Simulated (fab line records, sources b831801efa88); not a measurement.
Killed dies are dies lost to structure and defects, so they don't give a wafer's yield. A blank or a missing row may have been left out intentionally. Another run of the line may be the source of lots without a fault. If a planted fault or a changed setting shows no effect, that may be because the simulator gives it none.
Chamber matching -- flow sky130 -- SKY_LI_CONTACT_ETCH_15 on rie_diel-04: 4 sister chambers
The step etches PSG in C4F8/O2/Ar, stops on Si, target depth 600 nm. 8 wafers are shown with their chamber, then 8 later ones without.

## WAFERS, EACH WITH ITS CHAMBER
wafer,chamber,oes_product_au (a.u.),rf_fwd_power_W (W)
L077.2,1,0.842,1498
L077.4,2,0.837,1494
L077.6,2,0.833,1494
L082.4,1,0.840,1497
L082.6,0,0.838,1500
L084.1,0,0.837,1496
L084.6,3,0.837,1497
L087.3,3,0.849,1492

## WAFERS WITHOUT THEIR CHAMBER
wafer,oes_product_au (a.u.),rf_fwd_power_W (W)
L087.4,0.836,1492
L087.6,0.832,1498
L089.1,0.842,1494
L089.2,0.837,1501
L089.5,0.836,1499
L088.1,0.837,1489
L088.3,0.850,1498
L088.5,0.834,1497

## EACH ONE'S CHAMBER
wafer,from the rows above,in truth
L087.4,can't be placed: 2 or 3 or 0 or 1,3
L087.6,can't be placed: 0 or 2 or 1 or 3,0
L089.1,can't be placed: 3 or 2 or 1 or 0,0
L089.2,can't be placed: 0 or 1 or 2 or 3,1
L089.5,can't be placed: 0 or 1 or 2 or 3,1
L088.1,can't be placed: 2 or 3 or 1 or 0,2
L088.3,can't be placed: 1 or 3 or 0 or 2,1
L088.5,can't be placed: 0 or 2 or 1 or 3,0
0 of 8 placed correctly. Not placeable from these rows: 8 (in 8, the candidates include the true chamber). 0 placed wrongly.
How it was worked out, from the rows above alone: a wafer's distance from a chamber is the root of the sum, over the readings, of the square of ((its reading less the chamber's mean) divided by the reading's scatter). If the next closest chamber is less than 2 further off than the closest, the wafer can't be placed; otherwise it belongs to the closest. A chamber's mean is the mean of its shown wafers. How the scatter is found: for the shown wafers, subtract from each reading the mean of its chamber, square and add these, divide the total by (wafers less chambers), then take the root.
